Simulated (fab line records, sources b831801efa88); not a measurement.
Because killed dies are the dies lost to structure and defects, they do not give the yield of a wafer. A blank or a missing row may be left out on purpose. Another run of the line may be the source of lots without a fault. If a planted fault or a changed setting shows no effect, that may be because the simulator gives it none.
The tool behind it: which one? / flow gf180mcu / 36 wafers from 12 lots sampled at 6 of the route's 602 steps

## WHAT THE GAUGES READ, wafer by wafer
GF_M3_CD_MEAS_14 targets a cd of 280 nm.
lot=L474; measured=day 21 19:41; on=cd-sem-01; cd-nm (nm)=282.5 282.0 280.7
lot=L475; measured=day 22 01:31; on=cd-sem-01; cd-nm (nm)=277.9 278.4 278.2
lot=L477; measured=day 23 05:41; on=cd-sem-01; cd-nm (nm)=278.1 277.7 276.9
lot=L478; measured=day 23 06:03; on=cd-sem-02; cd-nm (nm)=279.9 280.8 280.8
lot=L479; measured=day 23 12:11; on=cd-sem-02; cd-nm (nm)=279.4 278.5 279.9
lot=L480; measured=day 24 06:20; on=cd-sem-02; cd-nm (nm)=282.1 280.6 279.3
lot=L484; measured=day 25 07:59; on=cd-sem-01; cd-nm (nm)=278.7 279.4 278.5
lot=L487; measured=day 26 11:43; on=cd-sem-01; cd-nm (nm)=279.3 280.8 281.7
lot=L492; measured=day 27 23:07; on=cd-sem-02; cd-nm (nm)=281.7 282.1 280.2
lot=L493; measured=day 28 07:59; on=cd-sem-02; cd-nm (nm)=281.4 282.3 281.5
lot=L494; measured=day 28 19:24; on=cd-sem-02; cd-nm (nm)=280.5 281.7 282.1
lot=L496; measured=day 29 01:10; on=cd-sem-01; cd-nm (nm)=281.9 281.2 281.5

GF_M3_OVL_MEAS_15.
lot=L474; measured=day 21 19:48; on=overlay-02; M3_OVL (nm)=6 8 1
lot=L475; measured=day 22 01:37; on=overlay-02; M3_OVL (nm)=-5 -8 -2
lot=L477; measured=day 23 05:48; on=overlay-01; M3_OVL (nm)=2 0 4
lot=L478; measured=day 23 06:10; on=overlay-01; M3_OVL (nm)=2 11 9
lot=L479; measured=day 23 12:19; on=overlay-01; M3_OVL (nm)=2 2 5
lot=L480; measured=day 24 06:27; on=overlay-02; M3_OVL (nm)=-7 11 2
lot=L484; measured=day 25 08:06; on=overlay-02; M3_OVL (nm)=2 -7 -9
lot=L487; measured=day 26 11:49; on=overlay-01; M3_OVL (nm)=11 6 6
lot=L492; measured=day 27 23:14; on=overlay-02; M3_OVL (nm)=4 4 4
lot=L493; measured=day 28 08:06; on=overlay-02; M3_OVL (nm)=-1 4 1
lot=L494; measured=day 28 19:30; on=overlay-02; M3_OVL (nm)=5 -2 6
lot=L496; measured=day 29 01:16; on=overlay-01; M3_OVL (nm)=1 11 0

GF_M4_RS_MEAS_05: measures by four-point-probe.
lot=L474; measured=day 22 22:44; on=film-metro-03; M4_ALCU_RS (ohm/sq)=0.0685 0.0702 0.0674
lot=L475; measured=day 23 03:52; on=film-metro-02; M4_ALCU_RS (ohm/sq)=0.0693 0.0693 0.0697
lot=L477; measured=day 24 07:15; on=film-metro-03; M4_ALCU_RS (ohm/sq)=0.0676 0.0683 0.0679
lot=L478; measured=day 24 08:20; on=film-metro-03; M4_ALCU_RS (ohm/sq)=0.0686 0.0693 0.0693
lot=L479; measured=day 24 14:13; on=film-metro-02; M4_ALCU_RS (ohm/sq)=0.0682 0.0684 0.0695
lot=L480; measured=day 25 08:37; on=film-metro-03; M4_ALCU_RS (ohm/sq)=0.0695 0.0705 0.0680
lot=L484; measured=day 26 08:59; on=film-metro-03; M4_ALCU_RS (ohm/sq)=0.0497 0.0501 0.0509
lot=L487; measured=day 27 10:41; on=film-metro-03; M4_ALCU_RS (ohm/sq)=0.0513 0.0508 0.0504
lot=L492; measured=day 28 22:15; on=film-metro-02; M4_ALCU_RS (ohm/sq)=0.0692 0.0701 0.0696
lot=L493; measured=day 29 05:53; on=film-metro-03; M4_ALCU_RS (ohm/sq)=0.0697 0.0682 0.0682
lot=L494; measured=day 29 18:34; on=film-metro-02; M4_ALCU_RS (ohm/sq)=0.0686 0.0682 0.0695
lot=L496; measured=day 29 23:54; on=film-metro-02; M4_ALCU_RS (ohm/sq)=0.0677 0.0703 0.0706

GF_M4_THK_MEAS_06: measures by xrf.
lot=L474; measured=day 22 22:50; on=film-metro-03; M4_ALCU_THK (nm)=449 438 452
lot=L475; measured=day 23 03:59; on=film-metro-02; M4_ALCU_THK (nm)=447 444 444
lot=L477; measured=day 24 07:22; on=film-metro-03; M4_ALCU_THK (nm)=452 450 455
lot=L478; measured=day 24 08:26; on=film-metro-03; M4_ALCU_THK (nm)=449 445 444
lot=L479; measured=day 24 14:20; on=film-metro-02; M4_ALCU_THK (nm)=452 448 443
lot=L480; measured=day 25 08:44; on=film-metro-03; M4_ALCU_THK (nm)=444 438 452
lot=L484; measured=day 26 09:07; on=film-metro-03; M4_ALCU_THK (nm)=619 615 602
lot=L487; measured=day 27 10:47; on=film-metro-03; M4_ALCU_THK (nm)=598 607 613
lot=L492; measured=day 28 22:22; on=film-metro-02; M4_ALCU_THK (nm)=449 442 447
lot=L493; measured=day 29 06:01; on=film-metro-03; M4_ALCU_THK (nm)=440 454 451
lot=L494; measured=day 29 18:40; on=film-metro-02; M4_ALCU_THK (nm)=450 455 448
lot=L496; measured=day 30 00:00; on=film-metro-02; M4_ALCU_THK (nm)=457 439 437

## TOOL THAT RAN EACH LOT (tool first, then ch and the chambers of the sampled wafers, then the start)
lot=L474; GF_V3_CVD_23=cvd-w-01 ch 0,1, day 22 21:54; GF_M4_SPUTTER_02=pvd-sputter-03, day 22 22:37
lot=L475; GF_V3_CVD_23=cvd-w-01 ch 1, day 23 03:02; GF_M4_SPUTTER_02=pvd-sputter-02, day 23 03:46
lot=L477; GF_V3_CVD_23=cvd-w-02 ch 0,1, day 24 06:26; GF_M4_SPUTTER_02=pvd-sputter-04, day 24 07:10
lot=L478; GF_V3_CVD_23=cvd-w-01 ch 0,1, day 24 07:14; GF_M4_SPUTTER_02=pvd-sputter-03, day 24 08:13
lot=L479; GF_V3_CVD_23=cvd-w-01 ch 0,1, day 24 13:24; GF_M4_SPUTTER_02=pvd-sputter-03, day 24 14:08
lot=L480; GF_V3_CVD_23=cvd-w-02 ch 0,1, day 25 07:37; GF_M4_SPUTTER_02=pvd-sputter-04, day 25 08:30
lot=L484; GF_V3_CVD_23=cvd-w-02 ch 0, day 26 08:11; GF_M4_SPUTTER_02=pvd-sputter-04, day 26 08:54
lot=L487; GF_V3_CVD_23=cvd-w-02 ch 0,1, day 27 09:52; GF_M4_SPUTTER_02=pvd-sputter-04, day 27 10:33
lot=L492; GF_V3_CVD_23=cvd-w-01 ch 0,1, day 28 21:26; GF_M4_SPUTTER_02=pvd-sputter-02, day 28 22:10
lot=L493; GF_V3_CVD_23=cvd-w-01 ch 0,1, day 29 05:05; GF_M4_SPUTTER_02=pvd-sputter-03, day 29 05:48
lot=L494; GF_V3_CVD_23=cvd-w-02 ch 0,1, day 29 17:44; GF_M4_SPUTTER_02=pvd-sputter-02, day 29 18:27
lot=L496; GF_V3_CVD_23=cvd-w-02 ch 0,1, day 29 22:52; GF_M4_SPUTTER_02=pvd-sputter-04, day 29 23:41
- GF_V3_CVD_23: deposits W, target thk 350 nm, time 104.9 s.
- GF_M4_SPUTTER_02: material AlCu, target thk 450 nm, time 23.9 s.

## AS READ BY THE TOOLS THEMSELVES (means over the sampled wafers that have a number; for cases with no such wafer, the mark the record gives instead)
GF_V3_CVD_23.
lot=L474; tool=cvd-w-01; heater-power-w (W)=920
lot=L475; tool=cvd-w-01; heater-power-w (W)=867
lot=L477; tool=cvd-w-02; heater-power-w (W)=921
lot=L478; tool=cvd-w-01; heater-power-w (W)=904
lot=L479; tool=cvd-w-01; heater-power-w (W)=896
lot=L480; tool=cvd-w-02; heater-power-w (W)=954
lot=L484; tool=cvd-w-02; heater-power-w (W)=933
lot=L487; tool=cvd-w-02; heater-power-w (W)=946
lot=L492; tool=cvd-w-01; heater-power-w (W)=911
lot=L493; tool=cvd-w-01; heater-power-w (W)=906
lot=L494; tool=cvd-w-02; heater-power-w (W)=928
lot=L496; tool=cvd-w-02; heater-power-w (W)=941

GF_M4_SPUTTER_02.
lot=L474; tool=pvd-sputter-03; throttle-valve-pct (%)=30.8
lot=L475; tool=pvd-sputter-02; throttle-valve-pct (%)=30.4
lot=L477; tool=pvd-sputter-04; throttle-valve-pct (%)=29.2
lot=L478; tool=pvd-sputter-03; throttle-valve-pct (%)=30.5
lot=L479; tool=pvd-sputter-03; throttle-valve-pct (%)=30.7
lot=L480; tool=pvd-sputter-04; throttle-valve-pct (%)=30.0
lot=L484; tool=pvd-sputter-04; throttle-valve-pct (%)=29.6
lot=L487; tool=pvd-sputter-04; throttle-valve-pct (%)=30.1
lot=L492; tool=pvd-sputter-02; throttle-valve-pct (%)=29.4
lot=L493; tool=pvd-sputter-03; throttle-valve-pct (%)=31.4
lot=L494; tool=pvd-sputter-02; throttle-valve-pct (%)=29.2
lot=L496; tool=pvd-sputter-04; throttle-valve-pct (%)=29.6

## THE ANSWER, worked out from the rows above alone
Rule: what is usual is taken from the lots themselves. The widest of any qualifying gaps counts: lots, ordered by their means at a reading, are off when they make up no more than a third of the lots, leave a main group of 4 or more, and stand apart from it by 3 or more times the standard deviation of that group's means. The tables above print the reading to a certain number of digits; a main group whose means all agree to those digits is not used. Also off: a lot with no number at a reading for which 4 or more lots have one. All remaining lots with rows at the step are treated as sound. The gauges are gone through in route order, then the tools' own readings, and for those a lot's mean is taken as printed above. The first step at which some lot is off is used, and at that step the reading that is off furthest; a lot without a number counts as furthest.
Off: L484, L487, at GF_M4_RS_MEAS_05 (M4_ALCU_RS). Mean 0.0690 ohm/sq and standard deviation 0.00049 in the main group.
If a tool, at a process step before that reading, ran all the lots that are off and no sound lot after the first of them, it fits. Gauges at GF_M4_RS_MEAS_05: tried the same way as those tools. No candidate that was tried fits.

## WHAT HAD BEEN PUT IN BY THE SIMULATOR
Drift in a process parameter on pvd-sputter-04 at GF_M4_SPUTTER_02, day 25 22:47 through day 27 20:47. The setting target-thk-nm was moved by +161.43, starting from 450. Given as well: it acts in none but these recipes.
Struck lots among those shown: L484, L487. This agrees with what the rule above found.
